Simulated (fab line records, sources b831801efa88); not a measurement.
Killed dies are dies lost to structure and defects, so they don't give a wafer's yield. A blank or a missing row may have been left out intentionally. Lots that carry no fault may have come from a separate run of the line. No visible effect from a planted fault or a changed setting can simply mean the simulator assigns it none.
2 desks looking at one fault / flow gf180mcu / only its own numbers are on each desk; what lay behind them is given at the end

== METROLOGY DESK ==
What the gauges read for every lot (on any tool): the sampled wafers with a number, averaged. The brackets show how far a lot's mean lies from the usual mean; more than 4 standard deviations puts the lot out of limits, marked OUT.
Columns: A = STI_CVD_03_THK at GF_STI_THK_MEAS_04, usual 207.1 nm; B = HV_LDD_03_OVL at GF_HV_LDD_OVL_MEAS_47, usual -0.6 nm; C = HV_LDD_RS at GF_HV_LDD_RS_MEAS_53, usual 418.3 ohm/sq; D = HV_LDD_CVD_56_THK at GF_HV_LDD_THK_MEAS_57, usual 89.9 nm
lot=L632; first seen here=day 1 14:34; A=207.2; B=0.3; C=418.9; D=88.9
lot=L633; first seen here=day 1 20:10; A=207.2; B=-0.7; C=417.5; D=91.3
lot=L634; first seen here=day 1 23:59; A=207.6; B=-1.4; C=417.4; D=90.9
lot=L635; first seen here=day 2 06:53; A=207.3; B=1.0; C=418.3; D=89.4
lot=L636; first seen here=day 2 09:51; A=206.3; B=-1.4; C=418.4; D=89.7
lot=L637; first seen here=day 2 14:35; A=207.3; B=-3.0; C=419.6; D=89.9
lot=L638; first seen here=day 2 21:29; A=205.1; B=-0.8; C=419.4; D=89.0
lot=L644; first seen here=day 4 01:43; A=218.7 (+6.5) OUT; B=0.2; C=418.6; D=89.4
lot=L648; first seen here=day 4 21:44; A=210.2; B=-0.6; C=417.8; D=89.5
lot=L651; first seen here=day 5 12:52; A=206.5; B=-1.8; C=418.5; D=90.4
lot=L654; first seen here=day 6 03:37; A=206.0; B=-2.2; C=419.7; D=90.0
lot=L655; first seen here=day 6 08:35; A=202.9; B=1.1; C=419.1; D=89.5
This desk finds L644 out of limits, with the earliest case on L644 at day 4 01:43 (STI_CVD_03_THK at GF_STI_THK_MEAS_04). In limits: L632, L633, L634, L635, L636, L637, L638, L648, L651, L654, L655.

== DESK OF THE TOOL OWNER: lpcvd-01 ==
The tool's own readings at GF_STI_CVD_03 (deposits Si3N4 from DCS/NH3, target thk 207.16 nm, time 3551 s): means of the sampled wafers that have a number, for each lot that ran on this tool. The brackets show how far a lot's mean lies from the usual mean; more than 4 standard deviations puts the lot out of limits, marked OUT.
Columns: A = pressure_mtorr at GF_STI_CVD_03, usual 249.9 mTorr; B = spike_tc_centre_C at GF_STI_CVD_03, usual 770.4 C; C = spike_tc_lower_C at GF_STI_CVD_03, usual 770.9 C; D = spike_tc_upper_C at GF_STI_CVD_03, usual 769.7 C; E = zone_power_centre_pct at GF_STI_CVD_03, usual 14.1 %; F = zone_power_lower_pct at GF_STI_CVD_03, usual 11.6 %; G = zone_power_upper_pct at GF_STI_CVD_03, usual 12.9 %
lot=L633; first seen here=day 1 17:10; A=249.5; B=769.3; C=772.0; D=769.3; E=12.6; F=11.0; G=12.4
lot=L637; first seen here=day 2 12:34; A=249.6; B=770.1; C=772.8; D=769.9; E=12.5; F=11.0; G=12.4
lot=L644; first seen here=day 3 23:41; A=300.7 (+94) OUT; B=769.1; C=771.0; D=770.3; E=12.3; F=12.6; G=13.6
lot=L648; first seen here=day 4 19:45; A=250.0; B=770.8; C=772.0; D=769.4; E=12.7; F=10.9; G=12.4
Finding of this desk: L644 out of limits; the first was L644 at day 3 23:41, on pressure_mtorr at GF_STI_CVD_03. In limits: L633, L637, L648.

== TAKEN TOGETHER ==
The tool owner's desk could have raised an alarm at day 3 23:41, on L644.
On L644, the metrology desk was in a position to raise an alarm at day 4 01:43.
GF_STI_CVD_03 was run on lpcvd-01 by each of the lots named.

== WHAT HAD BEEN PUT IN BY THE SIMULATOR ==
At GF_STI_CVD_03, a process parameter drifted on lpcvd-01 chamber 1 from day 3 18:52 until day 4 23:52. Setting pressure_mtorr, moved by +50, from 250. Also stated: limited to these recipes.
Shown lots that were struck: L644.
Fault start to first reading out of limits, in hours, per desk: tool owner, 5; metrology, 7.
